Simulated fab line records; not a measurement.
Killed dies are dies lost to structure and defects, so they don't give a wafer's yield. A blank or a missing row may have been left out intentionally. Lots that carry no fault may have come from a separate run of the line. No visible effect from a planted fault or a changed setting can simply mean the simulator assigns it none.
fab line records	flow sky130
[record] lots = 24	wafers = 72	last_day = 50
route steps=708 shown VT_ADJUST_HVTR@139 RES_PROTECT@214 LOCAL_INTERCONNECT@401 METAL2@488
lots that met no fault: from a run of the same line without faults
start_h: the number of hours between the record's first day and the start of the first shown wafer of the lot	wait_h: hours from the lot's prior step to this one	" unchanged from the row above	L1.1+2: several wafers, shown together as one row	- no value, or no start was given	* or withheld: withheld	< > ~ a bound
route shown NAME@n: NAME is a module with steps in the file, n the number in the route of the first one	usual: mean/standard deviation taken from wafers without a fault	same: alike in all rows	chamber/n: place in a boat	sites: readings site by site	_std_site: how widely they spread, as a standard deviation	_edge_site: the outer-site mean with the inner-site mean subtracted	radius_mm: for every site, how far away it sits from the centre of the wafer	mask NAME#n: copy n	behind: tool/chamber where the wafer was last shaped	hold: the reason the lot was held/the length of the hold in hours/how it ended	device: whichever transistor did not switch (one of n, p or np)	end of line: tests of these same wafers at the route's end	a step without rows: its recipe alone	killed: at the first sort, the dies lost to defects and structure; wafer yield is something else	map: a wafer's dies, marking killed ones x, the rest . and places with no die _
set.NAME: the setting the step ran with; set.NAME@STEP: the setting that earlier step ran with	model.NAME: the simulator's own value behind a step, which no gauge read
the route's steps for a sample of lots (tables are steps, rows are wafers)
services: the hour from which a tool's chamber was out of use, counted from the record's first day as start_h (under 0 if before that day), plus the number of hours and why
[[steps]]
[step SKY_VT_ADJUST_HVTR_OVL_MEAS_08]
[usual] VT_ADJUST_HVTR_OVL = -0.6/1.2
lot.wafer	tool	chamber	start_h	wait_h	VT_ADJUST_HVTR_OVL[nm]
L074.1	overlay-02	-	196.33	0.1	-1.4
L074.2	"	-	"	"	-1.1
L074.4	"	-	"	"	-1.7
L075.2	overlay-02	-	203.66	0.1	-0.6
L075.4	"	-	"	"	-0.9
L075.5	"	-	"	"	-0.1
L076.1	overlay-01	-	222.76	0.1	-0.7
L076.5	"	-	"	"	0.0
L076.6	"	-	"	"	-0.8
L077.4	overlay-02	-	236.77	0.1	-1.9
L077.5	"	-	"	"	-0.2
L077.6	"	-	"	"	-0.1
L078.1	overlay-02	-	264.36	0.1	-0.6
L078.4	"	-	"	"	-0.6
L078.6	"	-	"	"	1.3
L079.1	overlay-01	-	264.61	0.1	-1.8
L079.3	"	-	"	"	-2.0
L079.6	"	-	"	"	-3.1
L080.1	overlay-02	-	273.36	0.1	-0.4
L080.4	"	-	"	"	-2.5
L080.6	"	-	"	"	-1.1
L082.2	overlay-02	-	275.72	0.1	-1.3
L082.5	"	-	"	"	-1.6
L082.6	"	-	"	"	-2.4
L081.2	overlay-02	-	276.41	0.1	1.8
L081.3	"	-	"	"	1.2
L081.5	"	-	"	"	1.4
L084.1	overlay-02	-	277.26	0.1	-0.8
L084.3	"	-	"	"	-1.4
L084.4	"	-	"	"	-1.8
L083.1	overlay-01	-	277.86	0.1	0.1
L083.2	"	-	"	"	-0.3
L083.5	"	-	"	"	1.1
L085.4	overlay-01	-	283.38	0.1	-1.0
L085.5	"	-	"	"	-2.3
L085.6	"	-	"	"	-1.6
L086.1	overlay-02	-	301.81	0.1	-0.3
L086.2	"	-	"	"	0.1
L086.3	"	-	"	"	0.9
L087.2	overlay-02	-	301.97	0.1	0.4
L087.3	"	-	"	"	0.1
L087.5	"	-	"	"	1.0
L089.1	overlay-02	-	332.00	0.1	-2.2
L089.5	"	-	"	"	0.6
L089.6	"	-	"	"	-1.8
L090.1	overlay-02	-	332.30	0.1	-0.3
L090.2	"	-	"	"	-3.2
L090.3	"	-	"	"	-1.4
L088.2	overlay-02	-	333.21	0.1	0.4
L088.3	"	-	"	"	-0.8
L088.6	"	-	"	"	0.2
L092.2	overlay-01	-	348.57	0.1	-0.1
L092.3	"	-	"	"	-0.5
L092.4	"	-	"	"	-0.2
L091.1	overlay-01	-	351.41	0.1	-1.4
L091.3	"	-	"	"	-2.2
L091.6	"	-	"	"	-0.5
L093.2	overlay-02	-	357.31	0.1	-0.5
L093.4	"	-	"	"	0.3
L093.6	"	-	"	"	-1.1
L094.1	overlay-02	-	357.76	0.1	2.0
L094.3	"	-	"	"	-0.4
L094.5	"	-	"	"	-0.8
L095.3	overlay-01	-	365.57	0.1	-0.7
L095.4	"	-	"	"	-0.8
L095.5	"	-	"	"	0.5
L096.2	overlay-02	-	368.32	0.1	0.2
L096.4	"	-	"	"	-0.6
L096.5	"	-	"	"	1.6
L097.1	overlay-01	-	373.85	0.1	-0.9
L097.3	"	-	"	"	0.6
L097.6	"	-	"	"	-3.7
[step SKY_RES_PROTECT_STRIP_07]
[recipe] chemistry = O2/N2	power_w = 1400	pressure_mtorr = 1500	platen_temp_c = withheld	o2_flow_sccm = 3000	n2_flow_sccm = 300	overash_fraction = 0.5
[usual] drypump_motor_current_A = 5.8/0.38	oes_product_au = 0.517/0.0047	strip_time_to_endpoint_s = 23.28/0.045
lot.wafer	tool	chamber	start_h	wait_h	drypump_motor_current_A	oes_product_au	rf_hours_counter_h	strip_time_to_endpoint_s
L074.1	plasma_asher-04	1	329.61	0.1	5.7	0.515	21	23.29
L074.2	"	0	"	"	5.8	0.514	21	23.29
L074.4	"	0	"	"	5.8	0.515	-	23.29
L075.2	plasma_asher-03	0	336.24	0.1	5.8	0.517	63	23.32
L075.4	"	1	"	"	6.2	0.517	-	23.31
L075.5	"	0	"	"	5.8	0.515	-	23.28
L076.1	plasma_asher-04	0	360.44	0.1	5.9	0.520	24	23.33
L076.5	"	1	"	"	5.7	0.518	-	23.33
L076.6	"	0	"	"	5.8	0.521	-	23.36
L077.4	plasma_asher-04	1	375.28	0.1	5.7	0.507	-	23.37
L077.5	"	1	"	"	5.7	0.518	-	23.38
L077.6	"	0	"	"	5.8	0.521	-	23.35
L078.1	plasma_asher-04	0	409.84	0.1	5.9	0.510	29	23.32
L078.4	"	1	"	"	5.7	0.522	-	23.25
L078.6	"	1	"	"	5.7	0.518	-	23.27
L079.1	plasma_asher-04	0	411.84	0.1	5.9	0.521	30	23.22
L079.3	"	1	"	"	5.7	0.517	-	23.23
L079.6	"	0	"	"	5.8	0.520	-	23.23
L080.1	plasma_asher-04	0	424.51	0.1	5.9	0.521	31	23.26
L080.4	"	0	"	"	5.9	0.517	-	23.28
L080.6	"	1	"	"	5.7	0.525	-	23.29
L082.2	plasma_asher-04	0	427.39	0.1	5.8	0.519	31	23.31
L082.5	"	0	"	"	5.8	0.525	-	23.26
L082.6	"	1	"	"	5.7	0.521	-	23.29
L081.2	plasma_asher-02	0	429.39	0.1	6.1	0.514	61	23.35
L081.3	"	0	"	"	6.1	0.519	-	23.32
L081.5	"	0	"	"	6.1	0.515	-	23.30
L083.1	plasma_asher-02	0	429.56	0.1	6.1	0.525	61	23.33
L083.2	"	1	"	"	4.8	0.518	61	23.33
L083.5	"	1	"	"	4.8	0.518	-	23.35
L084.1	plasma_asher-04	0	429.59	0.1	5.9	0.512	32	23.23
L084.3	"	0	"	"	5.9	0.515	-	23.21
L084.4	"	1	"	"	5.7	0.520	-	23.22
L085.4	plasma_asher-02	1	433.63	0.1	4.8	0.511	-	23.25
L085.5	"	1	"	"	4.8	0.514	-	23.26
L085.6	"	0	"	"	6.1	0.510	-	23.26
L087.2	plasma_asher-04	1	466.79	0.1	5.7	0.519	36	23.20
L087.3	"	0	"	"	5.9	0.521	-	23.30
L087.5	"	1	"	"	5.7	0.522	-	23.32
L086.1	plasma_asher-03	0	466.99	0.1	5.8	0.511	3	23.21
L086.2	"	1	"	"	6.2	0.512	3	23.23
L086.3	"	1	"	"	6.2	0.516	-	23.19
L090.1	plasma_asher-03	1	492.09	0.1	6.2	0.512	5	23.26
L090.2	"	0	"	"	5.8	0.518	5	23.25
L090.3	"	0	"	"	5.8	0.519	-	23.29
L088.2	plasma_asher-02	0	493.54	0.1	6.1	0.518	68	23.25
L088.3	"	1	"	"	4.8	0.522	-	23.25
L088.6	"	0	"	"	6.1	0.514	-	23.23
L089.1	plasma_asher-03	0	494.19	0.1	5.8	0.521	6	23.21
L089.5	"	0	"	"	5.8	0.519	-	23.26
L089.6	"	1	"	"	6.2	0.523	-	23.25
L092.2	plasma_asher-04	0	506.41	0.1	5.8	0.515	39	23.32
L092.3	"	1	"	"	5.7	0.524	-	23.30
L092.4	"	0	"	"	5.8	0.516	-	23.34
L091.1	plasma_asher-03	1	509.36	0.1	6.2	0.504	7	23.27
L091.3	"	1	"	"	6.2	0.513	-	23.32
L091.6	"	1	"	"	6.2	0.516	-	23.30
L093.2	plasma_asher-03	0	516.74	0.1	5.8	0.523	8	23.27
L093.4	"	1	"	"	6.1	0.505	-	23.24
L093.6	"	0	"	"	5.8	0.513	-	23.22
L094.1	plasma_asher-02	0	518.54	0.1	6.0	0.511	70	23.29
L094.3	"	1	"	"	4.8	0.517	-	23.27
L094.5	"	0	"	"	6.1	0.517	-	23.22
L096.2	plasma_asher-03	0	533.79	0.1	5.8	0.518	9	23.27
L096.4	"	0	"	"	5.8	0.521	-	23.31
L096.5	"	1	"	"	6.2	0.517	-	23.28
L095.3	plasma_asher-03	0	534.13	0.1	5.8	0.519	-	23.34
L095.4	"	1	"	"	6.2	0.517	-	23.32
L095.5	"	1	"	"	6.1	0.524	-	23.37
L097.1	plasma_asher-03	0	536.09	0.1	5.8	0.513	10	23.26
L097.3	"	1	"	"	6.2	0.515	-	23.29
L097.6	"	0	"	"	5.8	0.524	-	23.34
[step SKY_LOCAL_INTERCONNECT_METAL_ETCH_14]
[recipe] target_depth_nm = 110	stop_on = PSG	chemistry = Cl2/BCl3	target = TiN	resist_sidewall_deg = 88	pressure_mtorr = 10	icp_w = 900	bias_w = 48.5	Cl2_flow_sccm = 60	bcl3_flow_sccm = 30	time_s = 31.4
[usual] drypump_motor_current_A = 5.6/0.53	oes_product_au = 0.922/0.0079	throttle_valve_pct = 21.914/0.0092
lot.wafer	tool	chamber	start_h	wait_h	drypump_motor_current_A	oes_product_au	rf_hours_counter_h	throttle_valve_pct
L074.1	rie_metal-04	1	693.62	0.0	6.2	0.912	9	21.917
L074.2	"	0	"	"	5.1	0.916	4	21.908
L074.4	"	0	"	"	5.1	0.915	-	21.924
L075.2	rie_metal-02	1	695.96	0.0	6.2	0.924	10	21.919
L075.4	"	0	"	"	5.5	0.932	-	21.900
L075.5	"	0	"	"	5.5	0.923	-	21.911
L076.1	rie_metal-04	1	723.43	0.0	6.2	0.916	10	21.914
L076.5	"	0	"	"	5.0	0.920	-	21.913
L076.6	"	1	"	"	6.2	0.922	-	21.916
L077.4	rie_metal-04	0	737.08	0.0	5.0	0.925	-	21.895
L077.5	"	0	"	"	5.0	0.912	-	21.910
L077.6	"	1	"	"	6.2	0.933	-	21.896
L078.1	rie_metal-02	0	769.76	0.0	5.5	0.919	4	21.911
L078.4	"	0	"	"	5.5	0.923	-	21.905
L078.6	"	0	"	"	5.5	0.913	-	21.924
L079.1	rie_metal-01	0	771.61	0.0	4.9	0.909	6	21.924
L079.3	"	1	"	"	5.8	0.915	-	21.901
L079.6	"	0	"	"	4.9	0.916	-	21.920
L080.1	rie_metal-04	1	780.31	0.0	6.2	0.923	12	21.915
L080.4	"	0	"	"	5.0	0.926	-	21.920
L080.6	"	0	"	"	5.0	0.928	-	21.920
L082.2	rie_metal-02	0	786.06	0.0	5.5	0.925	5	21.912
L082.5	"	0	"	"	5.5	0.929	-	21.925
L082.6	"	1	"	"	6.2	0.924	-	21.909
L081.2	rie_metal-01	0	787.99	0.1	4.9	0.922	-	21.917
L081.3	"	0	"	"	4.9	0.920	-	21.908
L081.5	"	0	"	"	4.9	0.926	-	21.908
L083.1	rie_metal-04	1	790.21	0.0	6.2	0.933	13	21.914
L083.2	"	0	"	"	5.1	0.916	7	21.919
L083.5	"	1	"	"	6.2	0.927	-	21.916
L084.1	rie_metal-02	0	790.56	0.0	5.5	0.913	5	21.919
L084.3	"	0	"	"	5.6	0.925	-	21.914
L084.4	"	1	"	"	6.2	0.918	-	21.923
L085.4	rie_metal-01	0	791.33	0.1	4.9	0.914	-	21.917
L085.5	"	0	"	"	4.9	0.906	-	21.914
L085.6	"	0	"	"	4.9	0.917	-	21.907
L087.2	rie_metal-02	1	817.63	0.0	6.2	0.927	14	21.896
L087.3	"	1	"	"	6.2	0.922	-	21.903
L087.5	"	1	"	"	6.2	0.930	-	21.903
L086.1	rie_metal-01	1	820.16	0.0	5.8	0.933	18	21.924
L086.2	"	0	"	"	4.9	0.923	9	21.905
L086.3	"	0	"	"	4.9	0.914	-	21.904
L090.1	rie_metal-04	0	842.31	0.0	5.1	0.934	9	21.913
L090.2	"	1	"	"	6.2	0.934	14	21.915
L090.3	"	1	"	"	6.2	0.927	-	21.908
L088.2	rie_metal-02	0	844.48	0.0	5.5	0.928	7	21.921
L088.3	"	0	"	"	5.5	0.922	-	21.904
L088.6	"	1	"	"	6.2	0.928	-	21.934
L089.1	rie_metal-01	0	844.76	0.0	4.9	0.940	10	21.917
L089.5	"	1	"	"	5.8	0.922	-	21.909
L089.6	"	0	"	"	4.9	0.923	-	21.925
L092.2	rie_metal-04	0	854.81	0.0	5.0	0.937	10	21.898
L092.3	"	0	"	"	5.0	0.920	-	21.901
L092.4	"	1	"	"	6.2	0.919	-	21.912
L091.1	rie_metal-02	1	855.86	0.0	6.2	0.918	16	21.930
L091.3	"	0	"	"	5.5	0.930	-	21.917
L091.6	"	1	"	"	6.2	0.917	-	21.921
L093.2	rie_metal-04	0	863.96	0.0	5.0	0.914	10	21.919
L093.4	"	1	"	"	6.2	0.907	-	21.931
L093.6	"	0	"	"	5.0	0.917	-	21.934
L094.1	rie_metal-01	0	864.84	0.1	4.9	0.928	12	21.912
L094.3	"	0	"	"	4.9	0.910	-	21.902
L094.5	"	0	"	"	4.9	0.915	-	21.910
L096.2	rie_metal-04	0	874.28	0.0	5.1	0.917	11	21.906
L096.4	"	0	"	"	5.0	0.921	-	21.914
L096.5	"	0	"	"	5.0	0.932	-	21.926
L095.3	rie_metal-02	0	878.86	0.1	5.5	0.917	-	21.908
L095.4	"	0	"	"	5.5	0.930	-	21.914
L095.5	"	0	"	"	5.5	0.917	-	21.921
L097.1	rie_metal-04	1	883.08	0.0	6.2	0.925	16	21.912
L097.3	"	0	"	"	5.1	0.916	-	21.914
L097.6	"	0	"	"	5.0	0.938	-	21.909
[step SKY_METAL2_RS_MEAS_05]
[recipe] thk_meas_gauge = four-point-probe	reads = TiN_of_METAL2_SPUTTER_04+Ti_of_METAL2_SPUTTER_03+AlCu_of_METAL2_SPUTTER_02+TiN_of_METAL2_SPUTTER_01+Ti_of_METAL2_SPUTTER_00
[usual] METAL2_ALCU_RS = 0.1265/0.0013
lot.wafer	tool	chamber	start_h	wait_h	METAL2_ALCU_RS[ohm/sq]
L074.1	film_metro-04	-	780.78	0.0	0.1266
L074.2	"	-	"	"	0.1263
L074.4	"	-	"	"	0.1252
L075.2	film_metro-02	-	782.92	0.0	0.1275
L075.4	"	-	"	"	0.1264
L075.5	"	-	"	"	0.1262
L076.1	film_metro-01	-	808.90	0.0	0.1273
L076.5	"	-	"	"	0.1270
L076.6	"	-	"	"	0.1277
L077.4	film_metro-04	-	822.91	0.1	0.1245
L077.5	"	-	"	"	0.1244
L077.6	"	-	"	"	0.1247
L078.1	film_metro-01	-	855.90	0.0	0.1250
L078.4	"	-	"	"	0.1266
L078.6	"	-	"	"	0.1245
L079.1	film_metro-04	-	856.90	0.0	0.1282
L079.3	"	-	"	"	0.1269
L079.6	"	-	"	"	0.1279
L080.1	film_metro-01	-	864.69	0.0	0.1257
L080.4	"	-	"	"	0.1275
L080.6	"	-	"	"	0.1273
L082.2	film_metro-04	-	872.65	0.0	0.1288
L082.5	"	-	"	"	0.1260
L082.6	"	-	"	"	0.1271
L081.2	film_metro-04	-	874.12	0.0	0.1297
L081.3	"	-	"	"	0.1274
L081.5	"	-	"	"	0.1276
L083.1	film_metro-04	-	874.47	0.0	0.1272
L083.2	"	-	"	"	0.1252
L083.5	"	-	"	"	0.1269
L084.1	film_metro-04	-	875.96	0.0	0.1280
L084.3	"	-	"	"	0.1269
L084.4	"	-	"	"	0.1286
L085.4	film_metro-01	-	877.11	0.1	0.1255
L085.5	"	-	"	"	0.1243
L085.6	"	-	"	"	0.1264
L087.2	film_metro-02	-	902.12	0.0	0.1261
L087.3	"	-	"	"	0.1279
L087.5	"	-	"	"	0.1257
L086.1	film_metro-04	-	905.35	0.0	0.1276
L086.2	"	-	"	"	0.1271
L086.3	"	-	"	"	0.1262
L090.1	film_metro-01	-	924.46	0.0	0.1264
L090.2	"	-	"	"	0.1246
L090.3	"	-	"	"	0.1266
L088.2	film_metro-02	-	926.97	0.0	0.1250
L088.3	"	-	"	"	0.1259
L088.6	"	-	"	"	0.1256
L089.1	film_metro-01	-	928.34	0.0	0.1262
L089.5	"	-	"	"	0.1237
L089.6	"	-	"	"	0.1262
L092.2	film_metro-04	-	938.07	0.0	0.1260
L092.3	"	-	"	"	0.1264
L092.4	"	-	"	"	0.1274
L091.1	film_metro-02	-	938.37	0.0	0.1294
L091.3	"	-	"	"	0.1267
L091.6	"	-	"	"	0.1282
L093.2	film_metro-01	-	944.38	0.0	0.1249
L093.4	"	-	"	"	0.1252
L093.6	"	-	"	"	0.1259
L094.1	film_metro-04	-	946.86	0.0	0.1282
L094.3	"	-	"	"	0.1266
L094.5	"	-	"	"	0.1283
L096.2	film_metro-02	-	954.92	0.0	0.1266
L096.4	"	-	"	"	0.1255
L096.5	"	-	"	"	0.1265
L095.3	film_metro-01	-	960.20	0.1	0.1270
L095.4	"	-	"	"	0.1241
L095.5	"	-	"	"	0.1281
L097.1	film_metro-02	-	963.34	0.0	0.1288
L097.3	"	-	"	"	0.1265
L097.6	"	-	"	"	0.1280
[step SKY_METAL2_OVL_MEAS_16]
[usual] METAL2_OVL = -1/5.4
lot.wafer	tool	chamber	start_h	wait_h	METAL2_OVL[nm]
L074.1	overlay-01	-	807.46	0.1	-3
L074.2	"	-	"	"	-13
L074.4	"	-	"	"	-5
L075.2	overlay-02	-	810.57	0.1	-3
L075.4	"	-	"	"	-8
L075.5	"	-	"	"	-9
L076.1	overlay-01	-	835.47	0.1	-1
L076.5	"	-	"	"	-3
L076.6	"	-	"	"	-1
L077.4	overlay-02	-	849.53	0.1	-5
L077.5	"	-	"	"	-12
L077.6	"	-	"	"	-3
L078.1	overlay-02	-	882.11	0.1	2
L078.4	"	-	"	"	-1
L078.6	"	-	"	"	-9
L079.1	overlay-01	-	883.71	0.1	-3
L079.3	"	-	"	"	-3
L079.6	"	-	"	"	3
L080.1	overlay-02	-	890.77	0.1	4
L080.4	"	-	"	"	4
L080.6	"	-	"	"	5
L082.2	overlay-01	-	897.77	0.1	5
L082.5	"	-	"	"	13
L082.6	"	-	"	"	-2
L081.2	overlay-01	-	899.92	0.1	5
L081.3	"	-	"	"	-4
L081.5	"	-	"	"	-1
L083.1	overlay-01	-	900.26	0.1	-5
L083.2	"	-	"	"	4
L083.5	"	-	"	"	-3
L084.1	overlay-02	-	901.76	0.1	-1
L084.3	"	-	"	"	0
L084.4	"	-	"	"	-1
L085.4	overlay-01	-	903.04	0.1	-1
L085.5	"	-	"	"	-2
L085.6	"	-	"	"	-2
L087.2	overlay-01	-	926.63	0.1	8
L087.3	"	-	"	"	-7
L087.5	"	-	"	"	-3
L086.1	overlay-02	-	930.17	0.1	2
L086.2	"	-	"	"	1
L086.3	"	-	"	"	3
L090.1	overlay-02	-	949.16	0.1	-4
L090.2	"	-	"	"	4
L090.3	"	-	"	"	2
L088.2	overlay-02	-	951.22	0.1	8
L088.3	"	-	"	"	1
L088.6	"	-	"	"	0
L089.1	overlay-01	-	952.46	0.1	-1
L089.5	"	-	"	"	0
L089.6	"	-	"	"	-1
L092.2	overlay-01	-	962.19	0.1	1
L092.3	"	-	"	"	-8
L092.4	"	-	"	"	1
L091.1	overlay-02	-	963.01	0.1	-14
L091.3	"	-	"	"	-1
L091.6	"	-	"	"	-9
L093.2	overlay-02	-	968.83	0.1	2
L093.4	"	-	"	"	-4
L093.6	"	-	"	"	-1
L094.1	overlay-02	-	971.41	0.1	0
L094.3	"	-	"	"	-1
L094.5	"	-	"	"	1
L096.2	overlay-02	-	979.02	0.1	8
L096.4	"	-	"	"	0
L096.5	"	-	"	"	-1
L095.3	overlay-02	-	983.68	0.1	-2
L095.4	"	-	"	"	-3
L095.5	"	-	"	"	-6
L097.1	overlay-01	-	988.61	0.1	9
L097.3	"	-	"	"	3
L097.6	"	-	"	"	1
[step SKY_METAL2_DESCUM_17]
[recipe] chemistry = O2	source_power_w = 150	bias_power_w = 0	pressure_mtorr = 10	temp_c = 40	time_s = 8
[usual] drypump_motor_current_A = 5.7/0.59	oes_product_au = 1.001/0.011
lot.wafer	tool	chamber	start_h	wait_h	drypump_motor_current_A	oes_product_au	rf_hours_counter_h
L074.1	rie_metal-01	0	807.50	0.0	4.9	0.988	8
L074.2	"	1	"	"	5.8	0.999	17
L074.4	"	0	"	"	4.9	0.992	-
L075.2	rie_metal-03	0	810.60	0.0	6.5	0.995	2
L075.4	"	1	"	"	6.0	1.003	-
L075.5	"	0	"	"	6.5	0.993	-
L076.1	rie_metal-04	1	835.51	0.0	6.2	1.029	14
L076.5	"	1	"	"	6.2	1.028	-
L076.6	"	0	"	"	5.0	1.015	-
L077.4	rie_metal-03	0	849.58	0.0	6.5	1.000	-
L077.5	"	0	"	"	6.5	1.002	-
L077.6	"	0	"	"	6.5	1.011	-
L078.1	rie_metal-01	1	882.15	0.0	5.8	0.987	1
L078.4	"	1	"	"	5.8	0.981	-
L078.6	"	0	"	"	4.9	0.999	-
L079.1	rie_metal-03	1	883.75	0.0	6.0	0.986	0
L079.3	"	0	"	"	6.5	1.002	-
L079.6	"	0	"	"	6.5	0.999	-
L080.1	rie_metal-03	1	890.80	0.0	6.0	0.994	1
L080.4	"	0	"	"	6.5	1.002	-
L080.6	"	0	"	"	6.5	1.011	-
L082.2	rie_metal-01	1	897.80	0.0	5.8	0.995	1
L082.5	"	1	"	"	5.8	0.991	-
L082.6	"	0	"	"	4.9	0.987	-
L081.2	rie_metal-01	0	899.95	0.0	4.9	0.996	13
L081.3	"	1	"	"	5.8	0.988	-
L081.5	"	1	"	"	5.8	0.989	-
L083.1	rie_metal-03	0	900.30	0.0	6.5	0.994	6
L083.2	"	1	"	"	6.0	0.988	1
L083.5	"	1	"	"	6.0	0.981	-
L084.1	rie_metal-01	1	901.80	0.0	5.8	1.005	2
L084.3	"	1	"	"	5.7	1.002	-
L084.4	"	0	"	"	4.9	0.999	-
L085.4	rie_metal-04	0	903.09	0.0	5.1	1.015	-
L085.5	"	0	"	"	5.1	1.025	-
L085.6	"	0	"	"	5.1	1.027	-
L087.2	rie_metal-01	1	926.66	0.0	5.8	0.993	3
L087.3	"	0	"	"	4.9	0.993	-
L087.5	"	1	"	"	5.8	0.995	-
L086.1	rie_metal-03	0	930.20	0.0	6.5	1.008	7
L086.2	"	1	"	"	6.0	0.994	2
L086.3	"	0	"	"	6.5	1.012	-
L090.1	rie_metal-04	0	949.20	0.0	5.0	1.016	14
L090.2	"	1	"	"	6.2	1.014	1
L090.3	"	0	"	"	5.0	1.009	-
L088.2	rie_metal-03	1	951.25	0.0	6.0	0.990	3
L088.3	"	1	"	"	6.0	0.999	-
L088.6	"	0	"	"	6.5	1.001	-
L089.1	rie_metal-04	0	952.50	0.0	5.1	1.005	15
L089.5	"	0	"	"	5.1	1.019	-
L089.6	"	1	"	"	6.2	1.012	-
L092.2	rie_metal-03	0	962.22	0.0	6.5	1.016	8
L092.3	"	0	"	"	6.5	1.007	-
L092.4	"	1	"	"	6.0	0.993	-
L091.1	rie_metal-04	0	963.05	0.0	5.1	1.009	15
L091.3	"	0	"	"	5.1	1.018	-
L091.6	"	0	"	"	5.1	1.018	-
L093.2	rie_metal-03	0	968.86	0.0	6.5	1.009	9
L093.4	"	1	"	"	6.0	0.990	-
L093.6	"	1	"	"	6.0	0.980	-
L094.1	rie_metal-01	0	971.45	0.0	4.9	0.996	17
L094.3	"	1	"	"	5.8	0.996	-
L094.5	"	1	"	"	5.8	0.989	-
L096.2	rie_metal-01	1	979.05	0.0	5.8	0.989	6
L096.4	"	1	"	"	5.8	0.993	-
L096.5	"	0	"	"	4.9	1.001	-
L095.3	rie_metal-01	1	983.71	0.0	5.8	1.000	-
L095.4	"	0	"	"	4.9	1.006	-
L095.5	"	0	"	"	4.9	1.002	-
L097.1	rie_metal-01	1	988.65	0.0	5.8	0.996	6
L097.3	"	0	"	"	4.9	1.001	-
L097.6	"	1	"	"	5.8	0.998	-
[[services]]
tool	chamber	start_h	hours	kind
plasma_asher-03	-	307.60	5.5	repair
plasma_asher-03	-	312.67	4.0	repair
rie_metal-03	0	338.17	19.5	repair
rie_metal-01	-	399.91	2.8	pm
plasma_asher-03	-	421.26	9.0	pm
plasma_asher-03	-	458.41	2.8	pm
plasma_asher-04	-	469.09	1.9	repair
rie_metal-04	1	481.65	11.3	repair
rie_metal-02	-	492.39	2.8	pm
rie_metal-02	-	505.45	0.3	repair
rie_metal-04	1	516.14	7.0	repair
plasma_asher-04	-	582.39	2.9	repair
plasma_asher-04	-	623.84	4.4	repair
plasma_asher-04	-	628.22	6.1	pm
rie_metal-03	-	670.09	1.4	pm
rie_metal-01	1	710.12	1.0	repair
rie_metal-01	0	748.34	1.4	repair
rie_metal-03	-	772.63	4.3	pm
rie_metal-01	1	782.91	13.0	repair
rie_metal-03	-	862.05	0.9	repair
rie_metal-03	-	869.71	2.8	pm
plasma_asher-03	-	881.48	0.7	repair
rie_metal-03	-	893.56	0.4	repair
plasma_asher-03	-	936.46	2.5	repair
[[key]]
fault none
